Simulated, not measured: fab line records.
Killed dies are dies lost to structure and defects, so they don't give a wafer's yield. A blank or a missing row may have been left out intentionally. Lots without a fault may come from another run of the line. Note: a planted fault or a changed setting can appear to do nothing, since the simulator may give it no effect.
Matching of chambers ; flow sky130 ; SKY_VIA3_CMP_24 on cmp-02 has 4 sister chambers
The step polishes, stops on SiO2, t overpolish 20 s, target thk 0 nm. 24 wafers are shown with their chamber, then 12 later ones without.

## WAFERS, EACH WITH ITS CHAMBER
wafer;chamber;timeToEndpointS (s);motorCurrentA (A);overpolishRunS (s)
L076.4;2;86;10.7;20.004
L076.5;1;91;11.1;19.997
L076.6;0;93;10.3;19.996
L079.1;1;87;10.9;20.013
L079.3;0;93;10.8;20.004
L079.6;1;90;10.6;20.008
L081.1;2;82;10.3;20.000
L081.4;0;93;10.4;19.996
L081.6;3;96;11.3;20.015
L082.1;1;93;10.8;19.994
L082.5;1;94;11.1;20.003
L082.6;0;99;10.5;19.995
L083.2;1;94;10.5;20.010
L083.3;3;103;10.7;20.002
L083.5;2;83;10.2;20.003
L084.3;3;112;10.9;19.988
L084.4;2;89;10.2;19.998
L084.6;3;109;10.8;19.987
L085.1;3;103;11.5;19.981
L085.2;1;95;11.2;20.010
L085.3;2;85;10.8;20.008
L087.2;1;98;10.8;20.009
L087.3;0;101;10.2;19.999
L087.4;3;103;10.9;19.998

SIGNATURES (averages over the wafers above)
reading;chamber 0;chamber 1;chamber 2;chamber 3;scatter within a chamber
timeToEndpointS;95.80;92.75;85.00;104.33;4.04
motorCurrentA;10.440;10.875;10.440;11.017;0.271
overpolishRunS;19.99800;20.00550;20.00260;19.99517;0.00777
Rule: for a wafer and a chamber, the distance is found by dividing, reading by reading, the gap between the wafer's reading and the chamber's mean by the reading's scatter, squaring, summing and taking the root. The wafer belongs to the nearest chamber; if the next one is less than 2 further off, it can't be placed. The scatter: take each reading less its chamber's mean, square it, sum over the shown wafers, divide by the number of wafers less the number of chambers, and take the root.

## WAFERS MISSING THEIR CHAMBER
wafer;timeToEndpointS (s);motorCurrentA (A);overpolishRunS (s)
L092.1;94;10.7;20.004
L092.5;97;10.1;20.008
L092.6;105;11.0;20.003
L093.2;99;10.9;19.997
L093.3;83;10.7;19.991
L093.6;100;10.9;20.001
L094.2;94;9.8;20.007
L094.5;88;10.4;20.006
L094.6;83;10.5;20.003
L095.2;92;10.7;20.013
L095.4;95;10.0;19.997
L095.5;92;10.4;20.001

## CHAMBER TAKEN BY EACH
wafer;from the rows above;in truth
L092.1;can't be placed: 1 or 0 or 2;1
L092.5;can't be placed: 0 or 1 or 2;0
L092.6;3;3
L093.2;can't be placed: 3 or 0 or 1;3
L093.3;can't be placed: 2 or 1 or 0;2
L093.6;can't be placed: 3 or 1 or 0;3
L094.2;can't be placed: 0 or 2 or 1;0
L094.5;can't be placed: 2 or 1 or 0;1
L094.6;2;2
L095.2;can't be placed: 1 or 0 or 2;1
L095.4;can't be placed: 0 or 2 or 1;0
L095.5;can't be placed: 0 or 2 or 1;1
2 of 12 placed correctly. From these rows, 10 cannot be placed; in 10 the true chamber is one of the candidates. 0 placed wrongly.
